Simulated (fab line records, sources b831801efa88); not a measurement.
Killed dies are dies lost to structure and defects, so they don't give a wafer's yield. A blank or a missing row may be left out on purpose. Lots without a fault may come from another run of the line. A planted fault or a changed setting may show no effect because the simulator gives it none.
Which tool did it? | flow gf180mcu | 6 lots, 18 wafers sampled, at 3 steps of a route of 602

WHAT THE GAUGES READ, wafer by wafer
GF_TOP_METAL_CD_MEAS_14: target cd 440 nm.
lot  | measured     | on        | cd_nm (nm)
L836 | day 28 14:22 | cd_sem-01 | 442.9 438.7 440.8
L838 | day 29 07:24 | cd_sem-01 | 440.2 436.6 439.7
L840 | day 30 00:56 | cd_sem-01 | 437.7 436.4 435.5
L842 | day 30 15:47 | cd_sem-01 | 436.7 435.5 436.6
L847 | day 31 19:53 | cd_sem-02 | 435.8 436.5 436.8
L850 | day 32 18:35 | cd_sem-01 | 440.8 442.5 439.0

WHICH TOOL RAN EACH LOT (tool, then ch and the chambers of the sampled wafers, then the start)
lot  | GF_V4_CVD_23                  | GF_M5_ETCH_09
L836 | cvd_w-02 ch 0, day 24 22:35   | rie_diel-02 ch 0,1,3, day 26 19:19
L838 | cvd_w-01 ch 0,1, day 25 18:41 | rie_diel-03 ch 0,2,3, day 27 13:47
L840 | cvd_w-02 ch 0,1, day 26 14:14 | rie_diel-03 ch 1,3, day 28 07:35
L842 | cvd_w-02 ch 0,1, day 27 05:42 | rie_diel-03 ch 0,1,3, day 28 22:16
L847 | cvd_w-02 ch 0,1, day 28 14:08 | rie_diel-03 ch 1,2,3, day 30 05:19
L850 | cvd_w-01 ch 0,1, day 29 16:25 | rie_diel-02 ch 1,2,3, day 31 05:52
- GF_V4_CVD_23: deposits W, target thk 350 nm, time 104.9 s.
- GF_M5_ETCH_09: etches Si3N4 in CF4/O2, target depth 52 nm, time 11.6 s.

THE ANSWER, worked out from the rows above alone
Rule: what is usual is taken from the lots themselves. Put in order of their means at a reading, lots are off if they are a third of the lots or fewer, leave a main group of 4 or more, and stand apart from it by a gap of 3 or more times the standard deviation of the main group's means; of several such gaps the widest counts. A main group whose means are all the same, to the digits that the tables above print for the reading, isn't used. A lot without any number at a reading at which 4 lots or more have one is off too. The other lots that the step has rows for count as sound.
No lot is off at any reading shown: from this, nothing can be told.

WHAT THE SIMULATOR HAD PUT IN
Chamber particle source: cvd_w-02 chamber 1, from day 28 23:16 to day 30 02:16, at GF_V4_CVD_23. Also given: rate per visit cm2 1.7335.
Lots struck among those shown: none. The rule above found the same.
